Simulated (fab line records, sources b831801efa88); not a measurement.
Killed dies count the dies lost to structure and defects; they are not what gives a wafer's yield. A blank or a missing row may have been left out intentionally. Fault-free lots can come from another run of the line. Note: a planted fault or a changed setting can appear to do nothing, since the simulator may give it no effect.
Problem report in the 8D (eight disciplines) form, filled by code ; flow sky130 ; the parts of the form that need people (team, actions taken, sign-off) are left out

## 1. WHAT IS WRONG
Wafers without a fault read 3.1, standard deviation 2; killed_at_M4_up at SKY_PAD_OPEN_PROBE_99 reads a mean of 35.2 on 6 wafers belonging to 2 lots. That is +16 standard deviations from the usual mean.
The first sign was on wafer L131.1 at day 48 00:22, on prober-02. At this step, 36 wafers from 12 lots have a number in the record. Rule for "out" (also "out of limits"): further than 4 standard deviations from the usual mean. Any other wafer with a number is counted as sound.

## 2. WHAT IT IS; WHAT IT IS NOT
question;is;is not
which readings at this step;killed_at_M4_up;killed_at_M0_to_M3, killed at contacts, killed at front end, killed open, killed short, sort_bin_6_memory
which lots;L131, L134;L123, L124, L125, L127, L135, L136, L140, L141, L143, L146
which wafers of those lots;all that have a number;-
read on which tools;prober-01, prober-02;-
when;from day 48 00:22;"up to then (12 sound wafers); but 18 sound wafers of L135, L136, L140, L141, L143, L146 came after"

## 3. SUSPECTS, AND WHAT RULES EACH OUT
Counting: any tool at a process step up to the reading is kept as a suspect provided that every lot that is out went through it and no sound lot did after the first of them.
- pvd sputter-03 at SKY_METAL5_SPUTTER_00 (material Ti, target thk 15 nm, time 10 s): kept. All lots that are out passed through it, beginning with L131 at day 45 07:55, and no sound lot followed; its final sound lot before that point was L127 at day 44 01:08.
The count leaves pvd sputter-03 at SKY_METAL5_SPUTTER_00.

## 4. THE CAUSE (what the simulator had put in)
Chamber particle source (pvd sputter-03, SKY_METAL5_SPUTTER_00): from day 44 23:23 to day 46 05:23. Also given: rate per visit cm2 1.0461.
Only this tool survived the counting.

## 5. THE EFFECT CHAIN, in route order
Each row: a reading whose mean over the struck wafers that have a number lies more than 3 standard deviations from the usual. Readings are gone through only where the record gives a usual standard deviation; hours: the median, over the lots, of the time from a lot's start at the first step in this table giving one to that lot's start at this step; sigmas: the change measured in usual standard deviations.
hours;step;reading;usual;on struck wafers;change;sigmas
0;SKY_PAD_OPEN_PROBE_99;defect limited yield;82.2 %;76.7;-5.5;-3.3
0;SKY_PAD_OPEN_PROBE_99;killed_at_M4_up;3.1;35.2;+32.1;+16
0;SKY_PAD_OPEN_PROBE_99;killed dies;87;115;+28;+3.3
0;SKY_PAD_OPEN_PROBE_99;sort_bin_3_pad_short;0.9 %;2.7;+1.8;+4.3
0;SKY_PAD_OPEN_PROBE_99;sort n pass;405;377;-28;-3.3
0;SKY_PAD_OPEN_PROBE_99;sort yield pct;82.2 %;76.7;-5.5;-3.3
Process steps it contains:
- SKY_PAD_OPEN_PROBE_99

## 6. HOW IT WOULD HAVE BEEN CAUGHT EARLIER
73 hours passed between the start of the fault at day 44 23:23 and the first reading out of limits in this record, taken at day 48 00:22.
No tool reading at SKY_METAL5_SPUTTER_00 that has a usual standard deviation in the record was out on any struck wafer, so an alarm limit of 4 standard deviations on those readings would not have fired.
All the lots that are out (2) had begun SKY_METAL5_SPUTTER_00 on pvd sputter-03 by day 48 00:22. Tool hold at that time: it would have spared none of them.
